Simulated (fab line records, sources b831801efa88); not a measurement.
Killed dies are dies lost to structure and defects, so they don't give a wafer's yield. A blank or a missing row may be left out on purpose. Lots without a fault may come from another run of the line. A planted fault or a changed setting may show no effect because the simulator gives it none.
One fault seen from 2 desks | flow gf180mcu | each desk has only its own numbers; what lay behind them comes last

THE METROLOGY DESK
What the gauges read, lot by lot, whatever tool the lot ran on: means of the sampled wafers that have a number. A lot is out of limits, marked OUT, if its mean lies more than 4 standard deviations from the usual mean; the brackets give that distance.
Columns: A = cd_nm at GF_M5_CD_MEAS_07, usual 279.9 nm; B = M5_OVL at GF_M5_OVL_MEAS_08, usual -1 nm
lot  | first seen here | A     | B
L584 | day 28 20:35    | 278.0 | 4
L585 | day 29 11:37    | 280.8 | -6
L593 | day 31 18:14    | 279.8 | 1
L594 | day 31 21:25    | 281.6 | -1
This desk's finding: nothing out of limits on any of the 4 lots.

THE TOOL OWNER'S DESK: pecvd-01
The tool's own readings at GF_SAB_CVD_00 (deposits SiO2 from TEOS, target thk 50 nm, time 4.9302 s): means of the sampled wafers that have a number, for each lot that ran on this tool. A lot is out of limits, marked OUT, if its mean lies more than 4 standard deviations from the usual mean; the brackets give that distance.
Columns: A = heater_power_w at GF_SAB_CVD_00, usual 615 W
lot  | first seen here | A
L584 | day 16 22:40    | 606
L585 | day 17 17:48    | 575
L593 | day 20 15:49    | 584
This desk's finding: nothing out of limits on any of the 3 lots.

PUT TOGETHER
The metrology desk saw nothing out of limits.
The tool owner's desk saw nothing out of limits.

WHAT THE SIMULATOR HAD PUT IN
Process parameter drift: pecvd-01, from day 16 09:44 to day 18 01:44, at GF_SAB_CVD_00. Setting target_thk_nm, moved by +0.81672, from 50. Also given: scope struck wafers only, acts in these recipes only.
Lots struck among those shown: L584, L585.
